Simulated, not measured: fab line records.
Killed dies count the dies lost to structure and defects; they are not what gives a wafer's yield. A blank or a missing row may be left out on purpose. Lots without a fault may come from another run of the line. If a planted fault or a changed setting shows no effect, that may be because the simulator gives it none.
fab line records	flow gf180mcu
[record] lots = 24	wafers = 72	last-day = 34
route steps=602 shown M2@378 MIM@512 M5@537 V5@557 PASSIVATION@590
lots that met no fault: taken from a fault-free run of the same line
start-h: start of the lot's first displayed wafer, in hours after the record's first day	wait-h: hours from the lot's prior step to this one	" repeats the value in the row above	L1.1+2: a single row standing in for several wafers	- either no value or no given start	* or withheld: withheld	< > ~ a bound
route shown NAME@n: a module of which the file shows steps, and the number in the route of the first	usual: average and standard deviation across the fault-free wafers	same: alike in all rows	chamber/n: place in a boat	sites: the reading at each site	_std_site: their standard deviation	_edge_site: outer sites' mean less inner sites'	radius-mm: how far each site lies from the wafer's centre	mask NAME#n: copy n	behind: the most recent tool/chamber to have shaped the wafer	hold: why the lot was held/for how many hours/how that ended	device: the transistor (n, p or np) that didn't switch	end of line: the same wafers' tests at the end of the route	for a step that has no rows: nothing shown but its recipe	killed: not the wafer's yield, but the dies lost to structure and defects at the first sort	map: the dies of a wafer, with x for killed, . for not killed, _ for no die there
set.NAME: the setting the step ran with; set.NAME@STEP: the setting that earlier step ran with	model.NAME: the simulator's own value behind a step, which no gauge read
the route's steps for a sample of lots (tables are steps, rows are wafers)
services: from which hour (start-h, from the record's first day; less than 0 if before it) a tool's chamber was out of use, for how many hours, and why
[[steps]]
[step GF_M2_METAL_ETCH_16]
[recipe] chemistry = Cl2/BCl3	mask-material = KrF	target-depth-nm = 627.5	stop-on = SiO2	pressure-mtorr = 8	icp-w = 800	bias-w = 140	Cl2_flow_sccm = 80	bcl3-flow-sccm = 40	time-s = 104.6
[usual] drypump-motor-current-A = 5.9/0.35	oes-product-au = 0.972/0.0064	throttle-valve-pct = 28.249/0.0093
lot.wafer	tool	chamber	start-h	wait-h	drypump-motor-current-A	oes-product-au	rf-hours-counter-h	throttle-valve-pct
L074.1	rie-metal-03	1	445.25	0.0	5.9	0.975	4	28.228
L074.4	"	1	"	"	5.9	0.980	-	28.240
L074.5	"	0	"	"	5.9	0.980	-	28.238
L076.3	rie-metal-01	1	451.97	0.1	6.5	0.982	-	28.239
L076.4	"	0	"	"	6.2	0.972	-	28.251
L076.6	"	0	"	"	6.2	0.968	-	28.257
L075.1	rie-metal-01	1	453.65	0.0	6.5	0.976	9	28.244
L075.5	"	0	"	"	6.2	0.992	-	28.234
L075.6	"	1	"	"	6.5	0.977	-	28.259
L077.1	rie-metal-04	1	473.85	0.0	5.3	0.980	5	28.248
L077.5	"	1	"	"	5.3	0.979	-	28.255
L077.6	"	0	"	"	5.5	0.974	-	28.249
L078.2	rie-metal-03	1	485.88	0.0	5.9	0.976	5	28.248
L078.4	"	0	"	"	5.9	0.981	-	28.243
L078.5	"	1	"	"	5.9	0.980	-	28.250
L079.1	rie-metal-01	1	494.03	0.0	6.6	0.975	10	28.241
L079.4	"	0	"	"	6.2	0.973	-	28.241
L079.6	"	0	"	"	6.2	0.978	-	28.239
L081.1	rie-metal-03	0	501.38	0.0	5.8	0.981	8	28.249
L081.2	"	1	"	"	5.9	0.964	5	28.249
L081.6	"	1	"	"	5.9	0.972	-	28.269
L080.3	rie-metal-01	1	507.27	0.1	6.5	0.988	-	28.251
L080.4	"	0	"	"	6.2	0.971	-	28.236
L080.5	"	0	"	"	6.2	0.974	-	28.232
L082.2	rie-metal-04	1	517.68	0.0	5.3	0.971	5	28.266
L082.4	"	1	"	"	5.4	0.969	-	28.248
L082.5	"	1	"	"	5.4	0.979	-	28.243
L083.2	rie-metal-03	1	525.65	0.0	5.9	0.977	6	28.236
L083.3	"	1	"	"	5.9	0.968	-	28.259
L083.4	"	0	"	"	5.9	0.976	-	28.235
L084.1	rie-metal-03	1	534.88	0.0	5.9	0.973	6	28.253
L084.3	"	0	"	"	5.9	0.976	-	28.246
L084.6	"	0	"	"	5.9	0.991	-	28.251
L085.2	rie-metal-01	0	542.80	0.0	6.2	0.968	0	28.247
L085.4	"	1	"	"	6.5	0.962	-	28.237
L085.6	"	1	"	"	6.5	0.967	-	28.233
L086.3	rie-metal-03	0	546.37	0.1	5.8	0.968	-	28.263
L086.5	"	1	"	"	5.9	0.974	-	28.254
L086.6	"	0	"	"	5.9	0.970	-	28.233
L087.1	rie-metal-01	0	554.88	0.0	6.2	0.982	1	28.237
L087.2	"	1	"	"	6.5	0.972	12	28.244
L087.3	"	0	"	"	6.2	0.973	-	28.259
L088.3	rie-metal-04	0	557.39	0.1	5.6	0.970	-	28.256
L088.4	"	1	"	"	5.3	0.975	-	28.252
L088.6	"	0	"	"	5.6	0.973	-	28.264
L089.1	rie-metal-03	0	570.23	0.0	5.8	0.965	10	28.240
L089.3	"	1	"	"	5.9	0.972	-	28.252
L089.5	"	1	"	"	5.9	0.969	-	28.239
L090.1	rie-metal-04	1	576.68	0.0	5.4	0.973	7	28.243
L090.3	"	1	"	"	5.4	0.965	-	28.242
L090.6	"	1	"	"	5.4	0.975	-	28.255
L091.3	rie-metal-03	0	587.72	0.1	5.9	0.964	-	28.243
L091.4	"	1	"	"	5.9	0.965	-	28.258
L091.5	"	0	"	"	5.9	0.975	-	28.236
L092.3	rie-metal-03	0	591.52	0.1	5.9	0.975	-	28.241
L092.4	"	1	"	"	5.9	0.972	-	28.251
L092.6	"	0	"	"	5.9	0.962	-	28.254
L093.2	rie-metal-03	0	594.58	0.0	5.8	0.975	11	28.248
L093.4	"	0	"	"	5.8	0.965	-	28.258
L093.5	"	1	"	"	5.9	0.965	-	28.260
L094.1	rie-metal-03	0	607.23	0.0	5.8	0.967	11	28.255
L094.3	"	0	"	"	5.8	0.962	-	28.250
L094.5	"	0	"	"	5.9	0.962	-	28.249
L095.2	rie-metal-01	1	607.35	0.0	6.5	0.976	1	28.249
L095.3	"	1	"	"	6.5	0.973	-	28.241
L095.6	"	0	"	"	6.2	0.967	-	28.259
L096.3	rie-metal-04	0	617.43	0.1	5.6	0.976	-	28.252
L096.4	"	1	"	"	5.4	0.975	-	28.253
L096.6	"	0	"	"	5.5	0.965	-	28.252
L097.1	rie-metal-04	0	625.38	0.0	5.6	0.960	4	28.246
L097.2	"	1	"	"	5.4	0.977	8	28.249
L097.4	"	1	"	"	5.3	0.979	-	28.244
[step GF_MIM_SPUTTER_09]
[recipe] material = TiN	target-thk-nm = 35	power-w = 6500	time-s = 29.2	chamber-pressure-pa = 0.4
[usual] throttle-valve-pct = 30.0/1.2
lot.wafer	tool	chamber	start-h	wait-h	throttle-valve-pct
L074.1	pvd-sputter-02	-	572.82	0.0	30.5
L074.4	"	-	"	"	28.8
L074.5	"	-	"	"	28.8
L076.3	pvd-sputter-04	-	577.69	0.0	31.2
L076.4	"	-	"	"	30.4
L076.6	"	-	"	"	30.3
L075.1	pvd-sputter-01	-	578.68	0.0	31.2
L075.5	"	-	"	"	31.0
L075.6	"	-	"	"	29.3
L077.1	pvd-sputter-02	-	597.82	0.0	28.5
L077.5	"	-	"	"	28.6
L077.6	"	-	"	"	30.8
L078.2	pvd-sputter-04	-	606.99	0.0	30.2
L078.4	"	-	"	"	31.1
L078.5	"	-	"	"	28.1
L079.1	pvd-sputter-04	-	614.05	0.0	32.0
L079.4	"	-	"	"	28.4
L079.6	"	-	"	"	28.2
L081.1	pvd-sputter-01	-	621.74	0.0	31.0
L081.2	"	-	"	"	29.6
L081.6	"	-	"	"	31.1
L080.3	pvd-sputter-01	-	626.18	0.0	29.1
L080.4	"	-	"	"	29.3
L080.5	"	-	"	"	29.4
L082.2	pvd-sputter-04	-	635.28	0.0	31.1
L082.4	"	-	"	"	30.3
L082.5	"	-	"	"	30.4
L083.2	pvd-sputter-01	-	642.21	0.0	31.1
L083.3	"	-	"	"	29.5
L083.4	"	-	"	"	29.2
L084.1	pvd-sputter-04	-	649.08	0.0	28.3
L084.3	"	-	"	"	31.8
L084.6	"	-	"	"	28.1
L085.2	pvd-sputter-04	-	658.69	0.0	31.8
L085.4	"	-	"	"	28.1
L085.6	"	-	"	"	28.5
L086.3	pvd-sputter-04	-	660.89	0.0	31.9
L086.5	"	-	"	"	31.0
L086.6	"	-	"	"	30.3
L087.1	pvd-sputter-01	-	668.20	0.0	29.2
L087.2	"	-	"	"	29.3
L087.3	"	-	"	"	29.1
L088.3	pvd-sputter-02	-	670.83	0.0	28.5
L088.4	"	-	"	"	30.1
L088.6	"	-	"	"	28.8
L089.1	pvd-sputter-04	-	680.20	0.0	28.4
L089.3	"	-	"	"	30.4
L089.5	"	-	"	"	30.4
L090.1	pvd-sputter-02	-	686.95	0.0	28.8
L090.3	"	-	"	"	28.6
L090.6	"	-	"	"	30.5
L091.3	pvd-sputter-04	-	697.77	0.0	30.2
L091.4	"	-	"	"	28.2
L091.5	"	-	"	"	30.3
L092.3	pvd-sputter-01	-	701.02	0.0	29.4
L092.4	"	-	"	"	29.1
L092.6	"	-	"	"	29.6
L093.2	pvd-sputter-02	-	702.93	0.0	30.9
L093.4	"	-	"	"	28.9
L093.5	"	-	"	"	29.0
L094.1	pvd-sputter-02	-	712.75	0.0	30.5
L094.3	"	-	"	"	28.5
L094.5	"	-	"	"	28.4
L095.2	pvd-sputter-04	-	714.88	0.0	30.3
L095.3	"	-	"	"	31.3
L095.6	"	-	"	"	28.3
L096.3	pvd-sputter-01	-	724.86	0.0	29.2
L096.4	"	-	"	"	31.2
L096.6	"	-	"	"	29.6
L097.1	pvd-sputter-04	-	730.01	0.0	28.3
L097.2	"	-	"	"	31.1
L097.4	"	-	"	"	30.3
[step GF_M5_STRIP_11]
[recipe] chemistry = O2/N2	power-w = 1400	pressure-mtorr = 1500	platen-temp-c = 250	o2-flow-sccm = 3000	n2-flow-sccm = 300	overash-fraction = 0.5
[usual] drypump-motor-current-A = 5.9/0.61	heater-power-w = 354/37	oes-product-au = 0.544/0.0048	platen-temp-c = 250.00/0.17	strip-time-to-endpoint-s = 7.55/0.044
lot.wafer	tool	chamber	start-h	wait-h	drypump-motor-current-A	heater-power-w	oes-product-au	platen-temp-c	rf-hours-counter-h	strip-time-to-endpoint-s
L074.1	plasma-asher-01	1	615.19	0.1	6.6	365	0.542	249.88	16	7.44
L074.4	"	1	"	"	6.6	354	0.545	250.03	-	7.58
L074.5	"	0	"	"	5.9	409	0.540	250.20	-	7.44
L076.3	plasma-asher-04	1	620.82	0.1	4.8	310	0.544	249.92	-	7.58
L076.4	"	0	"	"	6.2	325	0.546	250.05	-	7.60
L076.6	"	0	"	"	6.2	329	0.542	250.01	-	7.61
L075.1	plasma-asher-01	0	621.13	0.1	5.8	401	0.556	249.95	17	7.60
L075.5	"	1	"	"	6.7	361	0.550	250.08	-	7.56
L075.6	"	0	"	"	5.8	400	0.538	250.00	-	7.49
L077.1	plasma-asher-01	0	639.64	0.1	5.8	400	0.544	250.02	18	7.57
L077.5	"	0	"	"	5.8	413	0.545	249.84	-	7.56
L077.6	"	1	"	"	6.6	354	0.546	249.95	-	7.61
L078.2	plasma-asher-01	0	648.30	0.1	5.8	402	0.540	249.73	19	7.56
L078.4	"	0	"	"	5.8	415	0.553	250.07	-	7.57
L078.5	"	0	"	"	5.8	400	0.537	250.05	-	7.57
L079.1	plasma-asher-01	1	654.78	0.1	6.6	360	0.546	250.05	20	7.51
L079.4	"	0	"	"	5.8	405	0.541	250.10	-	7.47
L079.6	"	0	"	"	5.8	415	0.541	249.81	-	7.53
L081.1	plasma-asher-01	0	662.19	0.1	5.8	417	0.538	249.88	21	7.47
L081.2	"	1	"	"	6.7	351	0.540	250.36	21	7.57
L081.6	"	0	"	"	5.8	406	0.542	250.01	-	7.48
L080.3	plasma-asher-04	1	666.74	0.1	4.8	309	0.538	250.00	-	7.58
L080.4	"	0	"	"	6.1	329	0.550	249.53	-	7.57
L080.5	"	1	"	"	4.8	306	0.555	249.87	-	7.61
L082.2	plasma-asher-04	1	675.24	0.1	4.8	324	0.543	249.89	90	7.54
L082.4	"	1	"	"	4.8	321	0.545	249.77	-	7.53
L082.5	"	1	"	"	4.8	315	0.547	249.90	-	7.55
L083.2	plasma-asher-02	0	681.64	0.1	5.2	332	0.536	250.20	61	7.50
L083.3	"	0	"	"	5.2	318	0.541	250.27	-	7.48
L083.4	"	1	"	"	5.9	301	0.554	250.40	-	7.57
L084.1	plasma-asher-01	1	686.34	0.1	6.6	363	0.542	249.70	23	7.48
L084.3	"	1	"	"	6.6	360	0.540	250.21	-	7.49
L084.6	"	1	"	"	6.6	364	0.537	250.00	-	7.53
L085.2	plasma-asher-01	1	696.70	0.1	6.6	363	0.540	250.22	24	7.54
L085.4	"	0	"	"	5.8	409	0.537	250.15	-	7.51
L085.6	"	1	"	"	6.7	357	0.542	249.92	-	7.55
L086.3	plasma-asher-01	0	699.20	0.1	5.8	397	0.540	250.15	-	7.55
L086.5	"	1	"	"	6.6	358	0.542	250.27	-	7.51
L086.6	"	0	"	"	5.8	406	0.545	250.12	-	7.56
L087.1	plasma-asher-04	0	706.64	0.1	6.2	335	0.540	250.21	93	7.59
L087.2	"	1	"	"	4.8	306	0.549	249.92	93	7.59
L087.3	"	0	"	"	6.1	335	0.546	249.96	-	7.63
L088.3	plasma-asher-02	1	710.12	0.1	5.9	302	0.550	249.94	-	7.61
L088.4	"	0	"	"	5.2	314	0.534	250.01	-	7.49
L088.6	"	1	"	"	5.9	311	0.550	249.95	-	7.56
L089.1	plasma-asher-01	1	718.56	0.1	6.6	351	0.546	250.11	27	7.56
L089.3	"	0	"	"	5.8	419	0.539	249.95	-	7.48
L089.5	"	1	"	"	6.6	358	0.539	250.25	-	7.62
L090.1	plasma-asher-01	0	723.93	0.1	5.8	414	0.547	249.99	27	7.54
L090.3	"	0	"	"	5.9	399	0.543	250.17	-	7.51
L090.6	"	1	"	"	6.6	346	0.541	249.74	-	7.55
L091.3	plasma-asher-02	0	734.15	0.1	5.2	321	0.553	250.06	-	7.55
L091.4	"	1	"	"	5.9	301	0.543	250.14	-	7.53
L091.5	"	1	"	"	5.9	311	0.548	250.13	-	7.59
L092.3	plasma-asher-02	0	737.90	0.1	5.2	327	0.546	250.16	-	7.55
L092.4	"	1	"	"	5.9	304	0.545	250.25	-	7.55
L092.6	"	0	"	"	5.2	319	0.538	249.93	-	7.52
L093.2	plasma-asher-04	0	739.11	0.1	6.2	339	0.541	249.90	96	7.52
L093.4	"	0	"	"	6.2	333	0.540	249.82	-	7.48
L093.5	"	1	"	"	4.8	310	0.545	249.81	-	7.53
L094.1	plasma-asher-04	1	749.01	0.1	4.8	320	0.544	250.35	98	7.57
L094.3	"	1	"	"	4.8	323	0.547	250.26	-	7.56
L094.5	"	0	"	"	6.1	323	0.537	249.90	-	7.46
L095.2	plasma-asher-04	0	750.23	0.1	6.1	334	0.543	250.05	98	7.57
L095.3	"	0	"	"	6.1	327	0.549	249.89	-	7.54
L095.6	"	0	"	"	6.1	334	0.543	249.85	-	7.60
L096.3	plasma-asher-01	0	759.62	0.1	5.8	406	0.542	250.08	-	7.56
L096.4	"	1	"	"	6.6	359	0.538	249.78	-	7.54
L096.6	"	0	"	"	5.8	410	0.544	249.95	-	7.58
L097.1	plasma-asher-01	1	763.53	0.1	6.7	350	0.546	249.90	32	7.48
L097.2	"	0	"	"	5.8	405	0.539	249.99	32	7.59
L097.4	"	1	"	"	6.6	369	0.530	249.55	-	7.47
[step GF_V5_ETCH_17]
[recipe] chemistry = C4F8/O2/Ar	mask-material = KrF	target = SiO2	stop-on = TiN	source-w = 1500	bias-w = 1200	pressure-mtorr = 40	c4f8-flow-sccm = withheld	O2_flow_sccm = 6	Ar_flow_sccm = 300	time-s = withheld	target-depth-a = 8550
[usual] oes-product-au = 0.860/0.0047
lot.wafer	tool	chamber	start-h	wait-h	oes-product-au
L074.1	rie-diel-02	1	-	-	0.854
L074.4	"	3	"	"	0.852
L074.5	"	3	"	"	0.863
L076.3	rie-diel-02	3	-	-	0.860
L076.4	"	0	"	"	0.862
L076.6	"	2	"	"	0.858
L075.1	rie-diel-01	3	-	-	0.860
L075.5	"	0	"	"	0.855
L075.6	"	3	"	"	0.858
L077.1	rie-diel-03	1	-	-	0.851
L077.5	"	1	"	"	0.868
L077.6	"	0	"	"	0.862
L078.2	rie-diel-02	1	-	-	0.855
L078.4	"	2	"	"	0.859
L078.5	"	3	"	"	0.863
L079.1	rie-diel-02	0	-	-	0.855
L079.4	"	1	"	"	0.862
L079.6	"	1	"	"	0.857
L081.1	rie-diel-03	3	-	-	0.862
L081.2	"	0	"	"	0.864
L081.6	"	0	"	"	0.859
L080.3	rie-diel-02	3	-	-	0.863
L080.4	"	1	"	"	0.857
L080.5	"	0	"	"	0.858
L082.2	rie-diel-02	3	-	-	0.861
L082.4	"	1	"	"	0.858
L082.5	"	3	"	"	0.869
L083.2	rie-diel-03	1	-	-	0.853
L083.3	"	3	"	"	0.856
L083.4	"	2	"	"	0.861
L084.1	rie-diel-03	2	-	-	0.859
L084.3	"	1	"	"	0.859
L084.6	"	2	"	"	0.861
L085.2	rie-diel-03	0	-	-	0.866
L085.4	"	3	"	"	0.855
L085.6	"	3	"	"	0.863
L086.3	rie-diel-01	2	-	-	0.854
L086.5	"	3	"	"	0.863
L086.6	"	0	"	"	0.864
L087.1	rie-diel-02	2	-	-	0.858
L087.2	"	1	"	"	0.861
L087.3	"	0	"	"	0.862
L088.3	rie-diel-01	2	-	-	0.867
L088.4	"	0	"	"	0.866
L088.6	"	3	"	"	0.863
L089.1	rie-diel-02	0	-	-	0.863
L089.3	"	2	"	"	0.856
L089.5	"	3	"	"	0.863
L090.1	rie-diel-01	3	-	-	0.860
L090.3	"	0	"	"	0.862
L090.6	"	3	"	"	0.857
L091.3	rie-diel-01	3	-	-	0.862
L091.4	"	1	"	"	0.859
L091.5	"	0	"	"	0.861
L092.3	rie-diel-01	1	-	-	0.858
L092.4	"	0	"	"	0.859
L092.6	"	3	"	"	0.866
L093.2	rie-diel-03	3	-	-	0.861
L093.4	"	2	"	"	0.855
L093.5	"	1	"	"	0.866
L094.1	rie-diel-02	3	-	-	0.866
L094.3	"	2	"	"	0.858
L094.5	"	3	"	"	0.862
L095.2	rie-diel-01	2	-	-	0.858
L095.3	"	0	"	"	0.851
L095.6	"	1	"	"	0.863
L096.3	rie-diel-01	1	-	-	0.860
L096.4	"	3	"	"	0.851
L096.6	"	0	"	"	0.864
L097.1	rie-diel-02	0	-	-	0.854
L097.2	"	3	"	"	0.856
L097.4	"	1	"	"	0.854
[step GF_V5_STRIP_18]
[recipe] chemistry = O2/N2	power-w = 1400	pressure-mtorr = 1500	platen-temp-c = 250	o2-flow-sccm = 3000	n2-flow-sccm = 300	overash-fraction = 0.5
[usual] drypump-motor-current-A = 5.8/0.62	heater-power-w = 348/33	oes-product-au = 0.566/0.0048	platen-temp-c = 250.01/0.18
lot.wafer	tool	chamber	start-h	wait-h	drypump-motor-current-A	heater-power-w	oes-product-au	platen-temp-c	rf-hours-counter-h
L074.1	plasma-asher-01	0	636.59	-	5.8	400	0.565	249.49	18
L074.4	"	0	"	"	5.8	400	0.560	249.79	-
L074.5	"	1	"	"	6.6	358	0.567	249.68	-
L076.3	plasma-asher-04	1	642.32	-	4.8	314	0.561	250.22	-
L076.4	"	0	"	"	6.1	323	0.573	249.69	-
L076.6	"	0	"	"	6.1	331	0.555	250.01	-
L075.1	plasma-asher-04	0	642.73	-	6.1	332	0.560	250.06	87
L075.5	"	0	"	"	6.2	322	0.566	250.29	-
L075.6	"	1	"	"	4.8	320	0.562	249.87	-
L077.1	plasma-asher-01	1	661.13	-	6.6	363	0.565	250.02	21
L077.5	"	1	"	"	6.6	359	0.562	249.98	-
L077.6	"	0	"	"	5.8	411	0.566	249.81	-
L078.2	plasma-asher-03	0	668.60	-	5.9	341	0.568	250.07	108
L078.4	"	0	"	"	6.0	347	0.562	250.20	-
L078.5	"	1	"	"	5.5	322	0.560	249.95	-
L079.1	plasma-asher-04	1	675.95	-	4.8	316	0.561	249.95	90
L079.4	"	1	"	"	4.8	319	0.571	250.17	-
L079.6	"	0	"	"	6.1	334	0.574	249.58	-
L081.1	plasma-asher-04	1	683.23	-	4.8	317	0.569	250.11	91
L081.2	"	0	"	"	6.1	341	0.568	249.95	91
L081.6	"	0	"	"	6.1	333	0.562	250.15	-
L080.3	plasma-asher-01	0	687.46	-	5.8	413	0.567	250.13	-
L080.4	"	1	"	"	6.6	363	0.573	249.94	-
L080.5	"	0	"	"	5.8	408	0.558	250.11	-
L082.2	plasma-asher-01	0	695.60	-	5.8	407	0.570	250.17	24
L082.4	"	1	"	"	6.6	356	0.576	249.96	-
L082.5	"	0	"	"	5.8	415	0.569	250.05	-
L083.2	plasma-asher-04	1	702.08	-	4.8	311	0.566	249.89	92
L083.3	"	0	"	"	6.2	327	0.567	250.23	-
L083.4	"	1	"	"	4.8	319	0.567	249.96	-
L084.1	plasma-asher-03	1	706.40	-	5.5	315	0.567	250.16	113
L084.3	"	0	"	"	6.0	344	0.563	250.10	-
L084.6	"	1	"	"	5.5	322	0.573	250.03	-
L085.2	plasma-asher-01	0	716.43	-	5.8	408	0.571	250.19	26
L085.4	"	0	"	"	5.9	417	0.566	250.22	-
L085.6	"	1	"	"	6.6	347	0.559	250.14	-
L086.3	plasma-asher-03	1	718.96	-	5.5	323	0.577	249.97	-
L086.5	"	1	"	"	5.5	321	0.562	250.08	-
L086.6	"	0	"	"	6.0	342	0.574	250.21	-
L087.1	plasma-asher-04	1	726.38	-	4.8	310	0.566	250.17	95
L087.2	"	0	"	"	6.1	334	0.574	249.99	95
L087.3	"	1	"	"	4.8	310	0.567	250.29	-
L088.3	plasma-asher-03	0	729.38	-	6.0	345	0.576	249.69	-
L088.4	"	1	"	"	5.5	314	0.574	249.94	-
L088.6	"	1	"	"	5.5	315	0.566	250.00	-
L089.1	plasma-asher-04	1	737.63	-	4.8	315	0.572	249.83	96
L089.3	"	1	"	"	4.8	314	0.568	250.06	-
L089.5	"	0	"	"	6.1	339	0.571	249.86	-
L090.1	plasma-asher-01	1	743.28	-	6.6	366	0.566	250.03	30
L090.3	"	1	"	"	6.6	365	0.565	250.00	-
L090.6	"	1	"	"	6.7	360	0.565	249.73	-
L091.3	plasma-asher-01	0	752.48	-	5.8	414	0.558	250.16	-
L091.4	"	1	"	"	6.7	351	0.566	250.03	-
L091.5	"	0	"	"	5.8	412	0.564	250.02	-
L092.3	plasma-asher-01	0	756.26	-	5.8	405	0.571	249.84	-
L092.4	"	1	"	"	6.6	364	0.566	250.17	-
L092.6	"	0	"	"	5.8	407	0.571	250.38	-
L093.2	plasma-asher-01	1	757.60	-	6.7	356	0.563	249.85	31
L093.4	"	1	"	"	6.6	363	0.567	250.02	-
L093.5	"	1	"	"	6.7	355	0.567	249.60	-
L094.1	plasma-asher-03	1	766.98	-	5.5	311	0.576	250.00	2
L094.3	"	0	"	"	6.0	344	0.561	250.02	-
L094.5	"	0	"	"	6.0	341	0.567	250.05	-
L095.2	plasma-asher-04	1	767.75	-	4.8	316	0.575	250.05	100
L095.3	"	1	"	"	4.8	323	0.567	250.07	-
L095.6	"	1	"	"	4.8	312	0.572	250.27	-
L096.3	plasma-asher-04	0	777.47	-	6.1	336	0.564	250.05	-
L096.4	"	1	"	"	4.8	315	0.569	249.98	-
L096.6	"	0	"	"	6.2	328	0.563	250.14	-
L097.1	plasma-asher-04	0	780.83	-	6.1	334	0.567	250.03	101
L097.2	"	1	"	"	4.8	315	0.565	249.97	101
L097.4	"	1	"	"	4.8	320	0.567	250.07	-
[step GF_PASSIVATION_THK_MEAS_03]
[recipe] reads = Si3N4_of_PASSIVATION_CVD_02
[usual] PASSIVATION_CVD_02_THK = 701/8.8
lot.wafer	tool	chamber	start-h	wait-h	PASSIVATION_CVD_02_THK[nm]
L074.1	film-metro-01	-	659.04	0.1	694
L074.4	"	-	"	"	704
L074.5	"	-	"	"	703
L076.3	film-metro-01	-	664.56	0.2	687
L076.4	"	-	"	"	703
L076.6	"	-	"	"	693
L075.1	film-metro-01	-	664.81	0.1	703
L075.5	"	-	"	"	710
L075.6	"	-	"	"	723
L077.1	film-metro-02	-	683.29	0.1	692
L077.5	"	-	"	"	708
L077.6	"	-	"	"	713
L078.2	film-metro-02	-	690.40	0.2	698
L078.4	"	-	"	"	714
L078.5	"	-	"	"	712
L079.1	film-metro-02	-	697.23	0.1	694
L079.4	"	-	"	"	710
L079.6	"	-	"	"	700
L081.1	film-metro-02	-	704.63	0.1	701
L081.2	"	-	"	"	698
L081.6	"	-	"	"	713
L080.3	film-metro-01	-	709.41	0.2	694
L080.4	"	-	"	"	706
L080.5	"	-	"	"	700
L082.2	film-metro-01	-	716.68	0.2	694
L082.4	"	-	"	"	701
L082.5	"	-	"	"	709
L083.2	film-metro-04	-	723.19	0.2	691
L083.3	"	-	"	"	690
L083.4	"	-	"	"	708
L084.1	film-metro-01	-	726.98	0.1	699
L084.3	"	-	"	"	690
L084.6	"	-	"	"	704
L085.2	film-metro-04	-	736.93	0.2	694
L085.4	"	-	"	"	707
L085.6	"	-	"	"	710
L086.3	film-metro-04	-	739.30	0.2	704
L086.5	"	-	"	"	721
L086.6	"	-	"	"	713
L087.1	film-metro-01	-	746.68	0.1	683
L087.2	"	-	"	"	692
L087.3	"	-	"	"	683
L088.3	film-metro-01	-	749.33	0.2	684
L088.4	"	-	"	"	701
L088.6	"	-	"	"	703
L089.1	film-metro-04	-	756.86	0.1	710
L089.3	"	-	"	"	687
L089.5	"	-	"	"	714
L090.1	film-metro-01	-	762.60	0.1	698
L090.3	"	-	"	"	697
L090.6	"	-	"	"	712
L091.3	film-metro-02	-	771.68	0.2	705
L091.4	"	-	"	"	714
L091.5	"	-	"	"	711
L092.3	film-metro-01	-	775.08	0.2	696
L092.4	"	-	"	"	696
L092.6	"	-	"	"	700
L093.2	film-metro-02	-	775.77	0.2	699
L093.4	"	-	"	"	711
L093.5	"	-	"	"	707
L094.1	film-metro-04	-	785.71	0.1	681
L094.3	"	-	"	"	681
L094.5	"	-	"	"	704
L095.2	film-metro-04	-	786.09	0.2	708
L095.3	"	-	"	"	700
L095.6	"	-	"	"	711
L096.3	film-metro-02	-	795.18	0.2	693
L096.4	"	-	"	"	703
L096.6	"	-	"	"	703
L097.1	film-metro-04	-	799.26	0.1	687
L097.2	"	-	"	"	699
L097.4	"	-	"	"	707
[[services]]
tool	chamber	start-h	hours	kind
plasma-asher-01	-	421.34	9.0	pm
plasma-asher-01	-	423.25	1.6	repair
rie-diel-02	-	436.57	0.3	repair
pvd-sputter-01	-	444.51	1.9	repair
rie-diel-01	0	479.66	5.9	repair
rie-metal-03	-	490.59	1.8	repair
rie-diel-02	1	492.40	9.4	repair
rie-diel-01	2	498.16	5.9	repair
pvd-sputter-01	-	505.14	5.0	repair
rie-diel-01	-	531.23	0.5	repair
plasma-asher-01	-	559.80	8.9	repair
rie-diel-01	3	560.77	14.7	repair
plasma-asher-01	-	568.73	19.6	pm
rie-diel-02	-	569.52	0.5	repair
rie-diel-02	2	574.51	32.2	repair
rie-metal-01	0	578.53	20.6	repair
plasma-asher-01	-	589.18	1.0	repair
rie-diel-02	2	624.74	7.6	repair
rie-diel-01	-	636.78	0.4	repair
rie-diel-01	3	691.23	22.7	repair
pvd-sputter-04	-	712.88	0.8	repair
rie-diel-02	1	753.91	2.5	repair
rie-diel-02	1	761.15	7.0	repair
plasma-asher-01	-	779.70	2.2	repair
[[key]]
fault none
